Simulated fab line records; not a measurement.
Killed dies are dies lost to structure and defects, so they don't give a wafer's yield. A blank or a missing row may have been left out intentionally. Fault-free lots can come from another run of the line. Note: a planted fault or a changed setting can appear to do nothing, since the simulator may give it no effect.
Struck lot and sound lot, side by side || flow sky130 || 45 steps out of a route of 708
Sound: these wafers, L883.1, L883.4, L883.6. Wafers L893.1, L893.2, L893.5 were the ones struck. The cause is given at the end.
At each step with rows: each side's tool, then ch and its chambers, then its first start. Under that, the readings that differ: sound wafers || struck wafers || difference of the means || sigmas: that difference in standard deviations of wafers without a fault.
alike: words and numbers the same on both sides, and readings whose means are apart by under 2 such deviations; not compared: readings that were withheld, readings missing a value for some wafer, numbers with overlapping values and no deviation given by the record, and bounds like >300 which may hide the same value.
The two part at a step that has a row with sigmas, a row that says differs or no value, or rows on one side only. Numbers that have no deviation but don't overlap get no sigmas and don't part them. Lack of a reading on every wafer of one side parts them only where that side has two or more wafers.

first, 2 steps without rows for these wafers: SKY_DNWELL_DEVELOP_06 (develop time 60 s); SKY_DNWELL_IMPLANT_07.
SKY_DNWELL_STRIP_08: strips in O2/N2.
  sound on plasma asher-02 ch 0,1, day 4 10:10; struck on plasma asher-03 ch 0,1, day 6 19:07
{"reading": "strip time to endpoint s (s)", "sound": "36.81 36.84 36.70", "struck": "37.08 36.99 36.93", "difference": "+0.22", "sigmas": "+2"}
  alike: drypump motor current A, oes product au
  not compared: rf hours counter h
SKY_DNWELL_TW_MEAS_09:
  sound: film metro-01 at day 4 10:16; struck: film metro-02 at day 6 19:13
  alike: DNWELL_TW
then, 7 steps without rows for these wafers: SKY_PWDE_DEHYDRATE_00 (time 60 s); SKY_PWDE_HMDS_01 (prime time 60 s); SKY_PWDE_COAT_02 (resist thk 3000 nm); SKY_PWDE_SOFTBAKE_03; SKY_PWDE_EXPOSE_04 (exposes mask PWDEM, target cd 840 nm); SKY_PWDE_PEB_05; SKY_PWDE_DEVELOP_06 (develop time 60 s).
SKY_PWDE_OVL_MEAS_07:
  sound: overlay-02 at day 5 03:50; struck: overlay-01 at day 7 14:37
  alike: PWDE_OVL
SKY_PWDE_IMPLANT_08:
  sound on implanter-04 ch 0, day 5 03:53; struck on implanter-01 ch 0, day 7 14:39
{"reading": "dose ions cm2", "sound": "3.598e+12 3.605e+12 3.601e+12", "struck": "3.502e+12 3.499e+12 3.496e+12", "difference": -1.023e+11, "sigmas": -28}
SKY_PWDE_STRIP_09: strips in O2/N2.
  sound on plasma asher-04 ch 0,1, day 5 04:02; struck on plasma asher-04 ch 0,1, day 7 14:48
  alike: drypump motor current A, oes product au, strip time to endpoint s
  not compared: rf hours counter h
SKY_PWDE_TW_MEAS_10:
  sound: film metro-01 at day 5 04:08; struck: film metro-03 at day 7 14:54
{"reading": "PWDE_TW", "sound": "373.8 373.2 373.1", "struck": "368.8 369.2 369.5", "difference": -4.2, "sigmas": -2}
then, 7 steps without rows for these wafers: SKY_NWELL_DEHYDRATE_03 (time 60 s); SKY_NWELL_HMDS_04 (prime time 60 s); SKY_NWELL_COAT_05 (resist thk 3000 nm); SKY_NWELL_SOFTBAKE_06; SKY_NWELL_EXPOSE_07 (exposes mask NWM, target cd 840 nm); SKY_NWELL_PEB_08; SKY_NWELL_DEVELOP_09 (develop time 60 s).
SKY_NWELL_OVL_MEAS_10:
  sound: overlay-01 at day 5 21:05; struck: overlay-01 at day 8 11:20
  alike: NWELL_00_OVL
then, 3 steps without rows for these wafers: SKY_NWELL_IMPLANT_11; SKY_NWELL_IMPLANT_12; SKY_NWELL_IMPLANT_13.
SKY_NWELL_STRIP_14: strips in O2/N2.
  sound on plasma asher-03 ch 0,1, day 5 21:36; struck on plasma asher-04 ch 0,1, day 8 11:50
  alike: drypump motor current A, oes product au, strip time to endpoint s
  not compared: rf hours counter h
SKY_NWELL_TW_MEAS_15:
  sound: film metro-01 at day 5 21:42; struck: film metro-03 at day 8 11:56
  alike: NWELL_TW
then, 7 steps without rows for these wafers: SKY_NWELL_DEHYDRATE_16 (time 60 s); SKY_NWELL_HMDS_17 (prime time 60 s); SKY_NWELL_COAT_18 (resist thk 3000 nm); SKY_NWELL_SOFTBAKE_19; SKY_NWELL_EXPOSE_20 (exposes mask NWM COMPLEMENT, target cd 840 nm); SKY_NWELL_PEB_21; SKY_NWELL_DEVELOP_22 (develop time 60 s).
SKY_NWELL_OVL_MEAS_23:
  sound: overlay-02 at day 6 15:25; struck: overlay-01 at day 9 09:30
  alike: NWELL_01_OVL
then, 1 step without rows for these wafers: SKY_NWELL_IMPLANT_24.
SKY_NWELL_STRIP_25: strips in O2/N2.
  sound on plasma asher-03 ch 0,1, day 6 15:35; struck on plasma asher-03 ch 0,1, day 9 09:41
  alike: drypump motor current A, oes product au, strip time to endpoint s
  not compared: rf hours counter h
SKY_NWELL_TW_MEAS_26:
  sound: film metro-03 at day 6 15:41; struck: film metro-03 at day 9 09:47
  alike: NWELL_2_TW
then, 1 step without rows for these wafers: SKY_NWELL_CLEAN_27 (cleans in SC1/SC2, time 150 s).
SKY_NWELL_RTA_28: time 30 s.
  sound on rtp anneal-02 ch 0, day 6 15:48; struck on rtp anneal-01 ch 0, day 9 09:54
  alike: lamp power pct, wafer_temp_C_max
SKY_NWELL_RS_MEAS_29: measures by four-point-probe.
  sound: film metro-02 at day 6 15:54; struck: film metro-01 at day 9 10:00
  alike: NWELL_RS
SKY_NWELL_RS_MEAS_31: measures by four-point-probe.
  sound: film metro-02 at day 6 16:08; struck: film metro-01 at day 9 10:32
{"reading": "PWDE_RS (ohm/sq)", "sound": "5255 5267 5276", "struck": "5435 5413 5435", "difference": "+162", "sigmas": "+9"}
  not compared: hold
SKY_VT_ADJUST_HVTP_DEHYDRATE_00: time 60 s.
  sound on litho track-01 ch 0, day 7 00:50; struck on litho track-01 ch 0, day 9 20:35
{"reading": "hold", "sound": "- - -", "struck": "await dispo/3.7h/release await dispo/3.7h/release await dispo/3.7h/release", "difference": "no value on the sound wafers", "sigmas": ""}
-- here the record skips 40 days between the struck wafers' starts before and after, leaving off in module VT_ADJUST_HVTP and picking up in module PAD_OPEN (first step shown: number 708 of the route) --
SKY_PAD_OPEN_PROBE_99:
  sound: prober-02 at day 46 22:25; struck: prober-01 at day 49 10:46
{"reading": "model.etest.res pwde under gate.rs ohm sq", "sound": "6183 6187 6213", "struck": "6355 6352 6446", "difference": "+190", "sigmas": ""}
  alike: killed_at_M0_to_M3, killed_at_M4_up, killed at contacts, killed at front end, killed at other, killed dies, killed open, killed short

## WHERE THEY PART
Earliest at SKY_DNWELL_STRIP_08; latest, in this record, at SKY_VT_ADJUST_HVTP_DEHYDRATE_00. Later steps at which nothing parts them and some readings are alike: SKY_PAD_OPEN_PROBE_99.

WHY: what the simulator had put in
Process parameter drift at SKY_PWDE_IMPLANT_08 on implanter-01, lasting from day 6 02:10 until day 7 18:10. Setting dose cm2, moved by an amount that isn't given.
